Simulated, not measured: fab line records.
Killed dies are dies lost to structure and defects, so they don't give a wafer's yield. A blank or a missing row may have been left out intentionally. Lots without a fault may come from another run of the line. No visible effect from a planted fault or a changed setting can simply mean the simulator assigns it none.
Problem report, 8D (eight disciplines) form, completed by code / flow gf180mcu / the parts of the form that need people (team, actions taken, sign-off) are left out

1. THE ISSUE
Wafers without a fault read 0.832 a.u., standard deviation 0.0065; oes-product-au at GF_STI_ETCH_13 reads a mean of 0.758 a.u. on 4 wafers belonging to 3 lots. Measured from the usual mean, that is -11 standard deviations.
The step: etches the open film in CHF3/O2, stops on Si, target depth 282.31 nm, time 112.9 s.
First seen on wafer L353.5, day 5 01:50, on rie-diel-04. The record holds 37 wafers of 13 lots with a number at this step. By rule, "out" or "out of limits" means more than 4 standard deviations away from the usual mean. The other wafers with a number count as sound.

2. WHAT IT IS, AND WHAT IT ISN'T
question=which readings at this step | is=oes-product-au | is not=drypump-motor-current-A
question=which lots | is=L353, L354, L355 | is not=L339, L340, L343, L345, L346, L347, L356, L357, L358, L362
question=which wafers of those lots | is=L353.5, L354.4, L354.5, L355.4 | is not=L353.3, L354.6, L355.3
question=read on which tools | is=rie-diel-04 | is not=rie-diel-01, rie-diel-02
question=when | is=from day 5 01:50 | is not=up to then (19 sound wafers); but 14 sound wafers of L354, L355, L356, L357, L358, L362 came after

3. THE SUSPECTS, EACH WITH WHAT RULES IT OUT
Counting: any tool at a process step up to the reading remains a suspect provided it ran every lot that is out. Sound lots after the first of them don't rule it out here, since some wafers of a struck lot are sound.
- rie-diel-04 at GF_STI_ETCH_13 (etches the open film in CHF3/O2, stops on Si, target depth 282.31 nm, time 112.9 s): kept. Ran every lot that is out, first one L353 (day 5 01:50); last sound lot up to then L345 (day 3 08:10). Its own readings are out on those wafers: oes-product-au.
The count leaves rie-diel-04 at GF_STI_ETCH_13.

4. THE CAUSE (what the simulator had put in)
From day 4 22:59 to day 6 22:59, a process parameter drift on rie-diel-04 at GF_STI_ETCH_13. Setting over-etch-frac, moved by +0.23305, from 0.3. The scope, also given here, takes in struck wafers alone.
This tool alone remained once counting was done.

5. THE CHAIN OF EFFECTS, in route order
One row per reading whose mean, taken over the struck wafers that have a number, lies over 3 standard deviations from the usual. Only readings for which the record gives a usual standard deviation are gone through. hours: the time from each lot's start at the first step in this table that gives one to its start at this step, as a median over the lots. sigmas: the change in usual standard deviations.
hours=0; step=GF_STI_ETCH_13; reading=oes-product-au; usual=0.832 a.u.; on struck wafers=0.758; change=-0.074; sigmas=-11
hours=0; step=GF_STI_STRIP_15; reading=oes-product-au; usual=0.383 a.u.; on struck wafers=0.365; change=-0.018; sigmas=-3.3
hours=0; step=GF_STI_STRIP_15; reading=strip-time-to-endpoint-s; usual=3.73 s; on struck wafers=3.24; change=-0.49; sigmas=-12
Process steps it contains:
- GF_STI_ETCH_13: etches the open film in CHF3/O2, stops on Si, target depth 282.31 nm, time 112.9 s.
- GF_STI_STRIP_15: strips in O2/N2.
At these later measuring or inspecting steps, every struck wafer for which the step has a row has a number for every such reading, and none has moved that far: GF_PSD_OVL_MEAS_08, GF_CONTACT_OVL_MEAS_15.

6. WHAT WOULD HAVE CAUGHT IT SOONER
In this record the first reading out of limits was taken at day 5 01:50, 3 hours after the fault began at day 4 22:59.
